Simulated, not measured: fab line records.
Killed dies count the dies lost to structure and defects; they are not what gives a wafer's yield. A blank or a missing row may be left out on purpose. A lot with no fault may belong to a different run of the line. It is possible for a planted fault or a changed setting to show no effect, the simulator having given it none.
Code-filled problem report in 8D (eight disciplines) form :: flow gf180mcu :: the parts of the form that need people (team, actions taken, sign-off) are left out

1. WHAT IS WRONG
MIM_ALCU_RS at GF_MIM_RS_MEAS_10 reads a mean of 0.1872 ohm/sq on 1 wafer of 1 lot; wafers without a fault read 0.1600 ohm/sq with a standard deviation of 0.0017. Measured from the usual mean, that is +16 standard deviations.
The step: measures by four-point-probe.
The first sign was on wafer L227.1 at day 29 02:03, on filmMetro-03. The record has a number at this step for 30 wafers belonging to 10 lots. The rule behind "out" and "out of limits": a value lying over 4 standard deviations away from the usual mean. Any other wafer with a number is counted as sound.

2. WHAT IT IS AND WHAT IT IS NOT
question: which readings at this step
is: MIM_ALCU_RS
is not: -

question: which lots
is: L227
is not: L215, L216, L218, L219, L222, L229, L230, L231, L235

question: which wafers of those lots
is: L227.1
is not: L227.3, L227.4

question: read on which gauges
is: filmMetro-03
is not: filmMetro-04

question: when
is: from day 29 02:03
is not: up to then (17 sound wafers); but 12 sound wafers of L229, L230, L231, L235 came after

3. SUSPECTS, AND WHAT RULES EACH OUT
Counting: if a tool at a process step up to the reading ran every lot that is out, it stays a suspect. Sound lots after the first of them don't rule it out here, since some wafers of a struck lot are sound.
- the gauge at GF_MIM_RS_MEAS_10 is ruled out. All the wafers that are out were read on filmMetro-03, but those of them that GF_MIM_SPUTTER_08 has rows for are out there too, on other tools.
- pvdSputter-04 at GF_MIM_SPUTTER_01 (material TiN, target thk 30 nm, time 25 s): kept. It processed L227, the lot that is out, at day 29 01:44, and its most recent sound lot before then was L216 at day 25 15:50.
- pvdSputter-02 at GF_MIM_SPUTTER_08 (material AlCu, target thk 200 nm, time 10.6 s): kept. It processed L227, the lot that is out, at day 29 02:00, and its most recent sound lot before then was L216 at day 25 16:06. Its own chamberPressurePa, throttleValvePct readings are out on those wafers.
After counting, pvdSputter-04 at GF_MIM_SPUTTER_01 and pvdSputter-02 at GF_MIM_SPUTTER_08 remain.

4. THE CAUSE (what the simulator had put in)
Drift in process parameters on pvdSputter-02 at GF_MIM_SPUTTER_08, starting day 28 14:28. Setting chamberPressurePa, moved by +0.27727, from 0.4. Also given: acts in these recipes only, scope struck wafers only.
This tool is one of the 2 suspects left after counting.

5. SEQUENCE OF EFFECTS, ordered by route
Each row: a reading whose mean over the struck wafers that have a number lies more than 3 standard deviations from the usual. Scope: only readings with a usual standard deviation given in the record; hours: median across lots of the time from each lot's start at the first step in this table that gives one to its start at this step; sigmas: change in usual standard deviations.
hours: 0
step: GF_MIM_SPUTTER_08
reading: chamberPressurePa
usual: 0.4000 Pa
on struck wafers: 0.6769
change: +0.2769
sigmas: +99 or more

hours: 0
step: GF_MIM_SPUTTER_08
reading: throttleValvePct
usual: 30.1 %
on struck wafers: 23.1
change: -7.0
sigmas: -8.3

hours: 0
step: GF_MIM_RS_MEAS_10
reading: MIM_ALCU_RS
usual: 0.1600 ohm/sq
on struck wafers: 0.1872
change: +0.0272
sigmas: +16

hours: 0
step: GF_MIM_THK_MEAS_11
reading: MIM_ALCU_THK
usual: 200.6 nm
on struck wafers: 173.3
change: -27.3
sigmas: -12

hours: 19
step: GF_MIM_METAL_ETCH_19
reading: oesProductAu
usual: 0.942 a.u.
on struck wafers: 0.890
change: -0.052
sigmas: -9.5

hours: 19
step: GF_MIM_METAL_ETCH_19
reading: throttleValvePct
usual: 28.283 %
on struck wafers: 28.356
change: +0.073
sigmas: +7.3
It contains these process steps:
- GF_MIM_SPUTTER_08: material AlCu, target thk 200 nm, time 10.6 s.
- GF_MIM_METAL_ETCH_19: etches the open film in Cl2/BCl3, stops on Si3N4, target depth 324.5 nm, time 54.1 s.

6. HOW IT WOULD HAVE BEEN CAUGHT EARLIER
Counted from the fault's start at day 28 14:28, it took 12 hours until the first out-of-limits reading at a measuring or inspecting step in this record, taken at day 29 02:03.
Tool's own readings at GF_MIM_SPUTTER_08, chamberPressurePa, throttleValvePct: out on all struck wafers the step has rows for; an alarm limit on them would have tripped on the first.
By day 29 02:03 the whole set of lots that are out, 1 in number, had already begun GF_MIM_SPUTTER_08 on pvdSputter-02. Tool hold at that time: it would have spared none of them.
